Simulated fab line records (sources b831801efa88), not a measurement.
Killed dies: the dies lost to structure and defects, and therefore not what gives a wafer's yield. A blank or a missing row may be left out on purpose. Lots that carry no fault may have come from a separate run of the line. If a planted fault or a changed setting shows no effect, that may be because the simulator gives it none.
Matching of chambers / flow sfq line / cmp-01 running SFQ_TRILAYER_I0_CMP_CMP_028: 4 sister chambers
The step polishes SiO2. 4 wafers are shown with their chamber, then 7 later ones without.

== EACH WAFER AND ITS CHAMBER ==
wafer=L917.6; chamber=1; slurry filter dp kPa (kPa)=13.34
wafer=L925.6; chamber=0; slurry filter dp kPa (kPa)=13.31
wafer=L926.2; chamber=3; slurry filter dp kPa (kPa)=13.58
wafer=L926.1; chamber=2; slurry filter dp kPa (kPa)=13.30

== WAFERS MISSING THEIR CHAMBER ==
wafer=L926.6; slurry filter dp kPa (kPa)=13.61
wafer=L928.4; slurry filter dp kPa (kPa)=13.29
wafer=L928.2; slurry filter dp kPa (kPa)=13.52
wafer=L928.6; slurry filter dp kPa (kPa)=13.67
wafer=L938.2; slurry filter dp kPa (kPa)=13.56
wafer=L938.5; slurry filter dp kPa (kPa)=13.59
wafer=L938.6; slurry filter dp kPa (kPa)=13.33

== EACH ONE'S CHAMBER ==
wafer=L926.6; from the rows above=3; in truth=3
wafer=L928.4; from the rows above=can't be placed: 2 or 0 or 1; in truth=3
wafer=L928.2; from the rows above=3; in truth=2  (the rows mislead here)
wafer=L928.6; from the rows above=3; in truth=3
wafer=L938.2; from the rows above=3; in truth=3
wafer=L938.5; from the rows above=3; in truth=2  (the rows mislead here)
wafer=L938.6; from the rows above=can't be placed: 1 or 0 or 2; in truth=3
Correctly placed: 3 of 7. These rows do not allow placing 2 (true chamber among the candidates in 0). Wrongly placed: 2.
How it was worked out, from the rows above alone: a wafer's distance from a chamber is the root of the sum, over the readings, of the square of ((its reading less the chamber's mean) divided by the reading's scatter). If the next closest chamber is less than 2 further off than the closest, the wafer can't be placed; otherwise it belongs to the closest. For every chamber, the mean is computed from those of its wafers that are shown. The scatter: root of mean squared gap, hidden wafer to nearest shown wafer, with one shown wafer a chamber.
